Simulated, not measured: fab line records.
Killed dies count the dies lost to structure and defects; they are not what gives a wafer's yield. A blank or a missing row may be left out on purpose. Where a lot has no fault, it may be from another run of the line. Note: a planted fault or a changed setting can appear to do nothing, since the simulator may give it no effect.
A struck lot beside a sound one | flow sky130 | 35 out of 708 route steps
Sound: the wafers L219.1, L219.4, L219.6. Struck: wafers L230.2, L230.4, L230.5. The cause comes at the end.
For every step that has rows: the tool of each side, followed by ch and its chambers, followed by its first start. Under that, the readings that differ: sound wafers | struck wafers | difference of the means | sigmas: that difference in standard deviations of wafers without a fault.
alike: readings whose means differ by less than 2 such deviations, and words and numbers that are the same on both sides. not compared: withheld readings, readings that some wafer has no value for, bounds like >300 that may hide the same value, and numbers for which the record gives no deviation and whose values overlap.
The two part at a step that has a row with sigmas, a row that says differs or no value, or rows on one side only. Non-overlapping numbers with no deviation appear without sigmas and do not part them. A reading missing from all wafers of one side parts the sides only when that side holds two or more wafers.

first, 9 steps without rows for these wafers: SKY_VT_ADJUST_NCORE_STRIP_10 (strips in O2/N2); SKY_VT_ADJUST_HVTR_DEHYDRATE_00 (time 60 s); SKY_VT_ADJUST_HVTR_HMDS_01 (prime time 60 s); SKY_VT_ADJUST_HVTR_COAT_02 (resist thk 1140 nm); SKY_VT_ADJUST_HVTR_SOFTBAKE_03 (time 60 s); SKY_VT_ADJUST_HVTR_EXPOSE_04 (exposes mask HVTRM, target cd 380 nm); SKY_VT_ADJUST_HVTR_PEB_05; SKY_VT_ADJUST_HVTR_DEVELOP_06 (develop time 60 s); SKY_VT_ADJUST_HVTR_IMPLANT_09.
SKY_VT_ADJUST_HVTR_STRIP_10: strips in O2/N2.
  sound on plasma asher-03 ch 0,1, day 10 10:50; struck on plasma asher-04 ch 1, day 14 04:59
  reading                      | sound             | struck            | difference | sigmas
  strip time to endpoint s (s) | 14.20 14.25 14.22 | 14.13 14.12 14.12 | -0.10      | -2
  alike: chamber pressure mTorr, drypump motor current A, oes product au
  not compared: rf hours counter h
then, 22 steps without rows for these wafers: SKY_VT_ADJUST_PCH_DEHYDRATE_00 (time 60 s); SKY_VT_ADJUST_PCH_HMDS_01 (prime time 60 s); SKY_VT_ADJUST_PCH_COAT_02 (resist thk 3000 nm); SKY_VT_ADJUST_PCH_SOFTBAKE_03; SKY_VT_ADJUST_PCH_EXPOSE_04 (exposes mask NWM, target cd 840 nm); SKY_VT_ADJUST_PCH_PEB_05; SKY_VT_ADJUST_PCH_DEVELOP_06 (develop time 60 s); SKY_VT_ADJUST_PCH_IMPLANT_08; SKY_VT_ADJUST_PCH_STRIP_09 (strips in O2/N2); SKY_SONOS_TUNNEL_DEHYDRATE_00 (time 60 s); SKY_SONOS_TUNNEL_HMDS_01 (prime time 60 s); SKY_SONOS_TUNNEL_COAT_02 (resist thk 1140 nm); SKY_SONOS_TUNNEL_SOFTBAKE_03 (time 60 s); SKY_SONOS_TUNNEL_EXPOSE_04 (exposes mask TUNM, target cd 410 nm); SKY_SONOS_TUNNEL_PEB_05; SKY_SONOS_TUNNEL_DEVELOP_06 (develop time 60 s); SKY_SONOS_TUNNEL_IMPLANT_09; SKY_SONOS_TUNNEL_WET_ETCH_10 (etches SiO2 in dHF, target depth 14 nm, time 280 s); SKY_SONOS_TUNNEL_STRIP_11 (strips in SPM, time 600 s); SKY_SONOS_TUNNEL_CLEAN_13 (cleans in dHF, time 20 s); SKY_SONOS_ONO_OXIDATION_00 (stabilise 600 s, purge 300 s, target thk 2.6 nm); SKY_SONOS_ONO_CVD_02 (deposits Si3N4 from DCS/NH3, target thk 10.5 nm, time 180 s).
-- a jump in the record: the struck wafers' starts before and after are 20 days apart (it breaks off in module SONOS_ONO and resumes in module LI_CONTACT, where the first step shown is number 376 of the route) --
SKY_LI_CONTACT_ETCH_14: etches BARC in N2/H2, stops on SiO2, time 45.9 s, target depth 60 nm.
  sound on rie diel-04 ch 1,2,3, day 30 04:19; struck on rie diel-02 ch 0,1,3, day 34 06:30
  alike: chamber pressure mTorr, drypump motor current A, oes product au, throttle valve pct
  not compared: rf hours counter h, model.LI_CONTACT.cd nm
SKY_LI_CONTACT_ETCH_15: etches PSG in C4F8/O2/Ar, stops on Si, target depth 600 nm.
  sound on rie diel-04 ch 1,2,3, day 30 04:22; struck on rie diel-02 ch 0,1,3, day 34 06:32
  alike: chamber pressure mTorr, oes product au
  not compared: model.LI_CONTACT.cd nm
-- a jump in the record: the struck wafers' starts before and after are 15 days apart (it breaks off in module LI_CONTACT and resumes in module PAD_OPEN, where the first step shown is number 708 of the route) --
SKY_PAD_OPEN_PROBE_99:
  sound on prober-02, day 46 12:38; struck on prober-01, day 49 11:22
  reading             | sound     | struck      | difference | sigmas
  killed at front end | 18 14 18  | 61 69 65    | +48        | +12
  killed dies         | 97 115 94 | 123 149 132 | +33        | +4
  alike: killed_at_M0_to_M3, killed_at_M4_up, killed at contacts, killed at other, killed open, killed short

WHERE THEY PART
At SKY_VT_ADJUST_HVTR_STRIP_10 first; at SKY_PAD_OPEN_PROBE_99 last (within this record only).

WHY: what the simulator had put in
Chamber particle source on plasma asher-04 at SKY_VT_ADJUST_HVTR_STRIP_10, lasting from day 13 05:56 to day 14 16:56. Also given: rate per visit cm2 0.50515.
